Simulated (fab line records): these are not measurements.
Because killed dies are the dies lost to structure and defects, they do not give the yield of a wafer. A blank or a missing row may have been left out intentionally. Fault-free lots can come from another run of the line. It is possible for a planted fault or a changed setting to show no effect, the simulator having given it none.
fab line records	flow sfq_line
[record] lots = 6	wafers = 18	last_day = 86
route steps=325 shown M0@32 I0@43 M1@58
lots untouched by any fault: they come from a run of this same line in which no faults occurred
start_h: hours from the record's first day to the start of the lot's first wafer shown	wait_h: hours elapsed since this lot's preceding step	" same as the row above	L1.1+2: one row covering several wafers at once	- value missing, or start not given	* or withheld: withheld	< > ~ a bound
route shown NAME@n: a module of which the file shows steps, and the number in the route of the first	usual: mean/standard deviation taken from wafers without a fault	same: alike in all rows	chamber/n: place in a boat	sites: the reading at each site	_std_site: the standard deviation of these	_edge_site: the outer-site mean with the inner-site mean subtracted	radius_mm: for every site, how far away it sits from the centre of the wafer	mask NAME#n: copy n	behind: the most recent tool/chamber to have shaped the wafer	hold: what put the lot on hold/how long, in hours/how the hold closed	device: transistor that didn't switch, given as n, p or np	end of line: the tests these same wafers got at the end of their route	a step without rows: its recipe alone	killed: the dies lost at the first sort to structure and to defects; this is not the yield of the wafer	map: shows each die of a wafer: x if killed, . if not, _ if none is there
set.NAME: the setting as run; set.NAME@STEP: as run at that earlier step	model.NAME: the simulator's own value behind a step, which no gauge read
a table for each step, a row for each wafer; lots at some steps of the route
services: the hour from which a tool's chamber was out of use, counted from the record's first day as start_h (under 0 if before that day), plus the number of hours and why
[[steps]]
[step SFQ_TRILAYER_M0_LITHO_COAT_026]
[recipe] resist = BARC	spin_rpm = 3000	resist_thk_nm = 62
[step SFQ_TRILAYER_M0_LITHO_COAT_021]
[recipe] resist = KrF	spin_rpm = 3000	resist_thk_nm = 600
[step SFQ_TRILAYER_M0_LITHO_SOFTBAKE_025]
[recipe] temp_c = withheld	time_s = withheld	resist = KrF
[step SFQ_TRILAYER_M0_LITHO_EXPOSE_022]
[recipe] mask_id = M0	na = 0.6	source_shape = conventional	sigma_outer = 0.65	target_cd_nm = 500	dose_mj = 14.4
[step SFQ_TRILAYER_M0_LITHO_PEB_024]
[recipe] peb_temp_c = 115	peb_time_s = 60	resist = KrF
[step SFQ_TRILAYER_M0_LITHO_DEVELOP_023]
[recipe] time_s = 60	resist = KrF
[step SFQ_M0_OVL_MEAS_906]
[usual] M0_OVL = 1/4.9
lot.wafer	tool	chamber	start_h	wait_h	M0_OVL[nm]
L911.1	overlay-02	-	338.04	0.1	2
L911.4	"	-	"	"	1
L911.6	"	-	"	"	2
L914.1	overlay-01	-	363.24	0.1	-7
L914.3	"	-	"	"	-3
L914.4	"	-	"	"	-3
L918.4	overlay-02	-	398.93	0.1	5
L918.5	"	-	"	"	-1
L918.6	"	-	"	"	0
L920.2	overlay-01	-	416.65	0.1	1
L920.4	"	-	"	"	3
L920.5	"	-	"	"	4
L922.1	overlay-01	-	429.55	0.1	1
L922.2	"	-	"	"	-1
L922.5	"	-	"	"	-2
L924.1	overlay-02	-	454.75	0.1	2
L924.4	"	-	"	"	6
L924.6	"	-	"	"	3
[step SFQ_TRILAYER_M0_BARC_OPEN_METAL_ETCH_031]
[recipe] mask_material = PR	chemistry = O2	target_depth_nm = 125	target = BARC	icp_w = 600	bias_w = 80	pressure_mtorr = 10	time_s = 41.7
[usual] drypump_motor_current_A = 5.6/0.56	he_backside_leak_sccm = 3.5/0.39	oes_product_au = 0.685/0.0045
lot.wafer	tool	chamber	start_h	wait_h	drypump_motor_current_A	he_backside_leak_sccm	oes_product_au	rf_hours_counter_h
L911.1	rie_metal-01	1	338.08	0.0	6.0	3.0	0.679	30
L911.4	"	1	"	"	6.0	3.1	0.686	-
L911.6	"	0	"	"	5.2	3.1	0.687	-
L914.1	rie_metal-02	1	363.28	0.0	5.8	3.7	0.687	83
L914.3	"	1	"	"	5.8	4.0	0.687	-
L914.4	"	0	"	"	5.6	3.2	0.680	-
L918.4	rie_metal-03	1	398.97	0.0	4.8	3.3	0.679	-
L918.5	"	0	"	"	6.1	3.6	0.678	-
L918.6	"	1	"	"	4.8	3.4	0.683	-
L920.2	rie_metal-01	1	416.70	0.0	6.0	3.3	0.683	-
L920.4	"	1	"	"	6.0	3.2	0.689	-
L920.5	"	1	"	"	6.0	3.2	0.686	-
L922.1	rie_metal-03	0	429.58	0.0	6.1	3.8	0.681	160
L922.2	"	1	"	"	4.8	3.4	0.679	94
L922.5	"	1	"	"	4.8	3.4	0.687	-
L924.1	rie_metal-01	0	454.78	0.0	5.2	3.1	0.679	32
L924.4	"	1	"	"	6.0	3.1	0.687	-
L924.6	"	1	"	"	6.0	3.1	0.682	-
[step SFQ_TRILAYER_M0_ETCH_METAL_ETCH_024]
[recipe] target = Nb	stop_on = SiO2	mask_material = PR	chemistry = Cl2/Ar	target_depth_nm = 240	icp_w = 600	bias_w = 80	pressure_mtorr = 10	time_s = 120
[usual] drypump_motor_current_A = 5.6/0.56	he_backside_leak_sccm = 3.4/0.36	oes_product_au = 0.895/0.0064
lot.wafer	tool	chamber	start_h	wait_h	drypump_motor_current_A	he_backside_leak_sccm	oes_product_au	rf_hours_counter_h
L911.1	rie_metal-01	1	338.14	0.0	6.0	3.2	0.911	30
L911.4	"	1	"	"	6.0	3.3	0.905	-
L911.6	"	0	"	"	5.2	3.1	0.904	-
L914.1	rie_metal-02	1	363.34	0.0	5.8	3.5	0.883	83
L914.3	"	1	"	"	5.8	3.8	0.886	-
L914.4	"	0	"	"	5.6	3.2	0.885	-
L918.4	rie_metal-03	1	399.05	0.1	4.8	3.5	0.893	-
L918.5	"	0	"	"	6.1	3.7	0.891	-
L918.6	"	1	"	"	4.8	3.3	0.894	-
L920.2	rie_metal-01	1	416.84	0.1	6.0	3.2	0.904	-
L920.4	"	1	"	"	6.0	3.2	0.907	-
L920.5	"	1	"	"	6.0	3.2	0.893	-
L922.1	rie_metal-03	0	429.64	0.0	6.1	3.7	0.900	160
L922.2	"	1	"	"	4.8	3.4	0.899	94
L922.5	"	1	"	"	4.8	3.3	0.896	-
L924.1	rie_metal-01	0	454.84	0.0	5.2	3.3	0.896	32
L924.4	"	1	"	"	6.0	3.2	0.901	-
L924.6	"	1	"	"	6.0	3.2	0.898	-
[step SFQ_TRILAYER_M0_STRIP_STRIP_025]
[recipe] gas = O2	power_w = 200	platen_temp_c = 40	overash_fraction = 0.65	chemistry = O2	pressure_mtorr = 50
[usual] drypump_motor_current_A = 5.6/0.56	he_backside_leak_sccm = 3.4/0.33	oes_product_au = 1.002/0.01	platen_temp_c = 40.01/0.12
lot.wafer	tool	chamber	start_h	wait_h	drypump_motor_current_A	he_backside_leak_sccm	oes_product_au	platen_temp_c	rf_hours_counter_h
L911.1	rie_metal-01	1	338.26	0.1	6.0	3.3	0.993	40.03	31
L911.4	"	1	"	"	6.0	3.3	0.988	39.91	-
L911.6	"	0	"	"	5.2	3.2	0.995	39.98	-
L914.1	rie_metal-02	1	363.46	0.1	5.8	3.6	1.005	39.88	83
L914.3	"	1	"	"	5.8	3.8	1.006	39.83	-
L914.4	"	0	"	"	5.6	3.1	0.995	39.81	-
L918.4	rie_metal-03	1	399.33	0.2	4.8	3.6	1.018	40.09	-
L918.5	"	0	"	"	6.1	3.6	1.013	40.16	-
L918.6	"	1	"	"	4.8	3.7	0.998	39.99	-
L920.2	rie_metal-01	1	417.25	0.4	6.0	3.3	0.996	40.19	-
L920.4	"	1	"	"	6.0	3.3	0.981	39.89	-
L920.5	"	1	"	"	6.0	3.1	1.000	40.04	-
L922.1	rie_metal-03	0	429.77	0.1	6.2	3.5	1.002	40.04	160
L922.2	"	1	"	"	4.8	3.6	1.019	40.15	95
L922.5	"	1	"	"	4.8	3.5	1.024	40.07	-
L924.1	rie_metal-01	0	454.97	0.1	5.2	3.1	1.000	40.07	32
L924.4	"	1	"	"	6.0	3.2	0.992	40.05	-
L924.6	"	1	"	"	6.0	3.3	0.996	40.02	-
[step SFQ_TRILAYER_M0_STRIP_SOLV_CLEAN_026]
[recipe] chemistry = NMP	temp_c = 70	time_s = 600
[step SFQ_TRILAYER_I0_DEP_PECVD_027]
[recipe] material = SiO2	temp_c = 150	time_s = 111.11	pressure_torr = 2.4	rf_w = 183.3	precursor = SiH4/N2O	target_thk_nm = 500
[usual] chamber_pressure_Torr = 2.400/0.0052	heater_power_w = 84/16	susceptor_temp_C = 149.99/0.14	throttle_valve_pct = 24.5/1.3
lot.wafer	tool	chamber	start_h	wait_h	chamber_pressure_Torr	heater_power_w	susceptor_temp_C	throttle_valve_pct
L911.1	pecvd-03	2	339.04	0.0	2.392	122	150.09	22.8
L911.4	"	2	"	"	2.400	126	149.92	22.9
L911.6	"	1	"	"	2.405	68	150.33	24.2
L914.1	pecvd-01	0	364.24	0.0	2.394	73	149.90	25.2
L914.3	"	1	"	"	2.399	81	150.23	23.9
L914.4	"	0	"	"	2.398	74	150.31	24.9
L918.4	pecvd-04	1	399.95	0.0	2.403	71	149.95	26.1
L918.5	"	0	"	"	2.407	99	149.88	23.5
L918.6	"	2	"	"	2.399	84	150.12	25.5
L920.2	pecvd-04	0	418.42	0.0	2.404	94	150.09	23.3
L920.4	"	2	"	"	2.400	82	149.87	25.4
L920.5	"	1	"	"	2.391	73	149.97	26.0
L922.1	pecvd-01	1	430.54	0.0	2.391	102	149.89	23.7
L922.2	"	2	"	"	2.397	88	150.06	26.6
L922.5	"	1	"	"	2.401	85	149.98	24.2
L924.1	pecvd-01	2	455.74	0.0	2.395	84	149.95	26.6
L924.4	"	2	"	"	2.401	85	149.88	26.5
L924.6	"	0	"	"	2.399	72	149.97	25.3
[step SFQ_TRILAYER_I0_CMP_CMP_028]
[recipe] material = SiO2	down_force_psi = 3	platen_rpm = 60	pad_velocity_m_s = 0.94248
[usual] motor_current_A = 9.8/0.93	time_to_endpoint_s = 215/6.4
lot.wafer	tool	chamber	start_h	wait_h	motor_current_A	time_to_endpoint_s	model.SiO2_of_TRILAYER_I0_DEP_PECVD_027.thk_nm
L911.4	cmp-02	0	339.62	0.5	8.9	223	200.7
L911.1	"	2	340.62	1.5	11.0	211	199.1
L911.6	"	0	341.62	2.5	9.0	227	199.7
L914.1	cmp-01	1	368.79	4.5	8.1	205	198.9
L914.3	"	2	"	"	9.2	214	199.5
L914.4	"	0	370.29	6.0	9.9	217	199.4
L918.4	cmp-01	1	400.99	1.0	8.6	216	198.2
L918.6	"	3	401.99	2.0	9.8	210	213.8
L918.5	"	0	"	"	9.6	219	199.6
L920.2	cmp-01	1	419.00	0.5	8.5	203	213.6
L920.4	"	2	"	"	9.4	222	201.3
L920.5	"	0	420.50	2.0	9.8	227	199.6
L922.1	cmp-02	0	431.62	1.0	9.0	209	200.7
L922.2	"	1	"	"	10.5	219	201.3
L922.5	"	2	"	"	10.9	221	198.7
L924.1	cmp-02	2	456.32	0.5	11.2	210	198.6
L924.4	"	3	"	"	10.8	225	199.7
L924.6	"	2	458.32	2.5	11.6	203	199.4
[step SFQ_I0_BOW_MEAS_907]
[recipe] mode = bow
[usual] I0_BOW = 3/7.7
lot.wafer	tool	chamber	start_h	wait_h	I0_BOW[um]
L911.1	film_metro-03	-	342.12	1.0	0
L911.4	"	-	"	"	-7
L911.6	"	-	"	"	11
L914.1	film_metro-02	-	371.79	2.5	13
L914.3	"	-	"	"	18
L914.4	"	-	"	"	-2
L918.4	film_metro-03	-	403.05	1.6	-6
L918.5	"	-	"	"	-2
L918.6	"	-	"	"	4
L918.4	film_metro-03	-	404.37	1.3	-
L918.5	"	-	"	"	-
L918.6	"	-	"	"	-
L920.2	film_metro-04	-	421.52	2.0	-12
L920.4	"	-	"	"	-9
L920.5	"	-	"	"	4
L920.2	film_metro-04	-	422.84	1.3	-
L920.4	"	-	"	"	-
L920.5	"	-	"	"	-
L922.1	film_metro-03	-	433.62	1.5	4
L922.2	"	-	"	"	11
L922.5	"	-	"	"	11
L924.1	film_metro-03	-	458.82	2.0	0
L924.4	"	-	"	"	3
L924.6	"	-	"	"	2
[step SFQ_TRILAYER_I0_METRO_MEASURE_029]
[usual] thk_nm = 200.0/0.88
lot.wafer	tool	chamber	start_h	wait_h	thk_nm
L911.1	film_metro-03	-	342.24	0.1	199.3
L911.4	"	-	"	"	200.9
L911.6	"	-	"	"	199.8
L914.1	film_metro-02	-	371.91	0.1	198.7
L914.3	"	-	"	"	199.6
L914.4	"	-	"	"	199.3
L918.4	film_metro-03	-	408.12	3.7	198.2
L918.5	"	-	"	"	199.7
L918.6	"	-	"	"	213.6
L918.4	film_metro-03	-	410.72	2.4	198.3
L918.5	"	-	"	"	199.4
L918.6	"	-	"	"	213.9
L920.2	film_metro-04	-	425.51	2.6	213.5
L920.4	"	-	"	"	201.4
L920.5	"	-	"	"	199.5
L920.2	film_metro-04	-	426.88	1.2	213.7
L920.4	"	-	"	"	201.2
L920.5	"	-	"	"	199.7
L922.1	film_metro-03	-	433.74	0.1	200.7
L922.2	"	-	"	"	201.3
L922.5	"	-	"	"	198.6
L924.1	film_metro-03	-	458.94	0.1	198.6
L924.4	"	-	"	"	199.8
L924.6	"	-	"	"	199.3
[step SFQ_TRILAYER_I0_VIA_LITHO_COAT_036]
[recipe] resist = BARC	spin_rpm = 3000	resist_thk_nm = 62
[step SFQ_TRILAYER_I0_VIA_LITHO_COAT_031]
[recipe] resist = KrF	spin_rpm = 3000	resist_thk_nm = 650
[step SFQ_TRILAYER_I0_VIA_LITHO_SOFTBAKE_035]
[recipe] temp_c = withheld	time_s = withheld	resist = KrF
[step SFQ_TRILAYER_I0_VIA_LITHO_EXPOSE_032]
[recipe] mask_id = I0	na = 0.6	source_shape = conventional	sigma_outer = 0.65	target_cd_nm = 500	dose_mj = 21.3
[step SFQ_TRILAYER_I0_VIA_LITHO_PEB_034]
[recipe] peb_temp_c = 115	peb_time_s = 60	resist = KrF
[step SFQ_TRILAYER_I0_VIA_LITHO_DEVELOP_033]
[recipe] time_s = 60	resist = KrF
[step SFQ_I0_OVL_MEAS_908]
[usual] I0_OVL = 0/6
lot.wafer	tool	chamber	start_h	wait_h	I0_OVL[nm]
L911.1	overlay-02	-	481.27	0.1	-5
L911.4	"	-	"	"	2
L911.6	"	-	"	"	1
L914.1	overlay-01	-	531.87	0.1	-10
L914.3	"	-	"	"	-5
L914.4	"	-	"	"	-10
L918.4	overlay-01	-	564.29	0.1	3
L918.5	"	-	"	"	4
L918.6	"	-	"	"	9
L920.2	overlay-02	-	588.51	0.1	-3
L920.4	"	-	"	"	-1
L920.5	"	-	"	"	2
L922.1	overlay-01	-	598.10	0.1	10
L922.2	"	-	"	"	6
L922.5	"	-	"	"	4
L924.1	overlay-02	-	614.90	0.1	2
L924.4	"	-	"	"	7
L924.6	"	-	"	"	2
[step SFQ_TRILAYER_I0_VIA_BARC_OPEN_VIA_ETCH_046]
[recipe] mask_material = PR	chemistry = O2	target_depth_nm = 125	target = BARC	source_w = 500	bias_w = 80	pressure_mtorr = 30	time_s = 41.7
[usual] drypump_motor_current_A = 5.8/0.55	oes_product_au = 0.685/0.0052
lot.wafer	tool	chamber	start_h	wait_h	drypump_motor_current_A	oes_product_au	rf_hours_counter_h
L911.1	rie_diel-01	0	481.31	0.0	5.5	0.678	14
L911.4	"	3	"	"	6.1	0.687	47
L911.6	"	1	"	"	5.0	0.679	-
L914.1	rie_diel-02	0	531.91	0.0	6.0	0.684	3
L914.3	"	3	"	"	5.7	0.678	91
L914.4	"	1	"	"	4.8	0.686	5
L918.4	rie_diel-02	0	564.33	0.0	6.0	0.687	-
L918.5	"	2	"	"	6.3	0.686	-
L918.6	"	1	"	"	4.8	0.684	-
L920.2	rie_diel-01	2	588.54	0.0	5.8	0.686	6
L920.4	"	0	"	"	5.5	0.675	15
L920.5	"	2	"	"	5.8	0.698	-
L922.1	rie_diel-03	3	598.14	0.0	5.8	0.677	65
L922.2	"	1	"	"	6.8	0.684	0
L922.5	"	0	"	"	6.1	0.687	-
L924.1	rie_diel-03	1	614.94	0.0	6.8	0.691	1
L924.4	"	3	"	"	5.8	0.694	66
L924.6	"	1	"	"	6.8	0.687	-
[step SFQ_TRILAYER_I0_VIA_ETCH_VIA_ETCH_034]
[recipe] target = SiO2	stop_on = Nb	mask_material = PR	taper_deg = 20	chemistry = CHF3	target_depth_nm = 260	source_w = 500	bias_w = 80	pressure_mtorr = 30	time_s = withheld
[usual] drypump_motor_current_A = 5.8/0.55	oes_product_au = 0.854/0.0049
lot.wafer	tool	chamber	start_h	wait_h	drypump_motor_current_A	oes_product_au	model.etch.depth_nm	model.I0.feature_depth_nm
L911.1	rie_diel-01	0	481.35	0.0	5.5	0.850	199.1	199.1
L911.4	"	3	"	"	6.1	0.855	200.7	200.7
L911.6	"	1	"	"	5.0	0.853	199.7	199.7
L914.1	rie_diel-02	0	531.95	0.0	6.0	0.853	198.9	198.9
L914.3	"	3	"	"	5.7	0.858	199.5	199.5
L914.4	"	1	"	"	4.8	0.856	199.4	199.4
L918.4	rie_diel-02	0	564.41	0.1	6.0	0.857	198.2	198.2
L918.5	"	2	"	"	6.3	0.856	199.6	199.6
L918.6	"	1	"	"	4.8	0.898	213.8	213.8
L920.2	rie_diel-01	2	588.58	0.0	5.8	0.890	213.6	213.6
L920.4	"	0	"	"	5.4	0.860	201.3	201.3
L920.5	"	2	"	"	5.8	0.853	199.6	199.6
L922.1	rie_diel-03	3	598.18	0.0	5.9	0.853	200.7	200.7
L922.2	"	1	"	"	6.8	0.857	201.3	201.3
L922.5	"	0	"	"	6.1	0.852	198.7	198.7
L924.1	rie_diel-03	1	614.98	0.0	6.8	0.857	198.6	198.6
L924.4	"	3	"	"	5.8	0.859	199.7	199.7
L924.6	"	1	"	"	6.8	0.851	199.4	199.4
[step SFQ_TRILAYER_I0_VIA_STRIP_STRIP_035]
[recipe] gas = O2	power_w = 200	platen_temp_c = 40	overash_fraction = 0.65	chemistry = O2	pressure_mtorr = 50
[step SFQ_TRILAYER_I0_VIA_STRIP_SOLV_CLEAN_036]
[recipe] chemistry = NMP	temp_c = 70	time_s = 600
[step SFQ_TRILAYER_M1_DEP_PRE_CLEAN_038]
[recipe] gas = Ar	time_s = 22.5	bias_v = 250
lot.wafer	tool	chamber	start_h	wait_h	model.SiO2_of_TRILAYER_I0_DEP_PECVD_027.thk_nm
L911.1	pvd_sputter-03	-	482.23	0.0	191.6
L911.4	"	-	"	"	193.2
L911.6	"	-	"	"	192.2
L914.1	pvd_sputter-05	-	532.84	0.0	191.4
L914.3	"	-	"	"	192
L914.4	"	-	"	"	191.9
L918.4	pvd_sputter-03	-	565.24	0.0	190.7
L918.5	"	-	"	"	192.1
L918.6	"	-	"	"	206.3
L920.2	pvd_sputter-05	-	589.47	0.0	206.1
L920.4	"	-	"	"	193.8
L920.5	"	-	"	"	192.1
L922.1	pvd_sputter-04	-	599.07	0.0	193.2
L922.2	"	-	"	"	193.8
L922.5	"	-	"	"	191.2
L924.1	pvd_sputter-05	-	615.87	0.0	191.1
L924.4	"	-	"	"	192.2
L924.6	"	-	"	"	191.9
[step SFQ_TRILAYER_M1_DEP_SPUTTER_037]
[recipe] material = Nb	base_pressure_pa = 1.33e-06	chamber_pressure_pa = 0.1333	substrate_temp_c = 20	resputter_cathode_voltage_v = 400	target_thk_nm = 200	power_w = 2000	time_s = 133.3
[[services]]
tool	chamber	start_h	hours	kind
rie_metal-01	1	314.23	14.9	repair
cmp-02	-	321.27	7.8	pm
rie_metal-03	-	330.70	1.2	repair
rie_diel-03	1	334.18	39.1	repair
pvd_sputter-05	-	339.79	3.8	repair
rie_diel-01	2	353.11	6.4	repair
rie_diel-02	-	367.83	0.8	repair
rie_diel-03	3	379.95	3.9	repair
film_metro-03	-	387.63	0.7	pm
rie_diel-03	1	399.26	8.0	repair
rie_metal-01	0	403.58	17.5	repair
rie_diel-02	-	406.60	2.8	pm
rie_diel-03	3	435.25	4.8	repair
rie_metal-01	0	435.32	2.9	repair
rie_diel-01	1	443.63	5.3	repair
rie_metal-03	0	449.70	6.4	repair
film_metro-03	-	461.82	1.6	pm
rie_diel-03	-	467.35	0.8	repair
rie_metal-01	1	469.18	1.5	repair
film_metro-03	-	493.80	1.3	pm
film_metro-03	-	495.54	0.8	pm
rie_diel-01	3	508.11	8.9	repair
rie_diel-02	3	528.82	1.7	repair
rie_metal-01	1	566.09	3.0	repair
[[key]]
[first_sign] step = SFQ_I0_BOW_MEAS_907	reading = visit	direction = added
[effect] step = SFQ_TRILAYER_I0_METRO_MEASURE_029	reading = visit	direction = added
[effect] step = SFQ_TRILAYER_I0_METRO_MEASURE_029	reading = thk_nm	direction = up	sigmas = 16	usual = 200.0	struck = 213.5
[effect] step = SFQ_TRILAYER_I0_VIA_ETCH_VIA_ETCH_034	reading = oes_product_au	direction = up	sigmas = 8.1	usual = 0.854	struck = 0.894
[model_effect] step = SFQ_TRILAYER_I0_CMP_CMP_028	value = SiO2_of_TRILAYER_I0_DEP_PECVD_027.thk_nm	without = 198.7	struck = 213.7
[model_effect] step = SFQ_TRILAYER_I0_VIA_ETCH_VIA_ETCH_034	value = etch.depth_nm	without = 198.7	struck = 213.7
[model_effect] step = SFQ_TRILAYER_M1_DEP_PRE_CLEAN_038	value = SiO2_of_TRILAYER_I0_DEP_PECVD_027.thk_nm	without = 191.2	struck = 206.2
met_at SFQ_TRILAYER_I0_CMP_CMP_028
struck_wafers L918.6,L920.2
onset_between 368.79 400.99
[fault] kind = process_parameter_drift	tool = cmp-01	chamber = -	onset_h = 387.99	steps = SFQ_TRILAYER_I0_CMP_CMP_028	channel = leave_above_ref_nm	offset = 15	shape = step	end_h = 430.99	scope = struck_wafers_only	acts_in = these_recipes_only	stated = 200
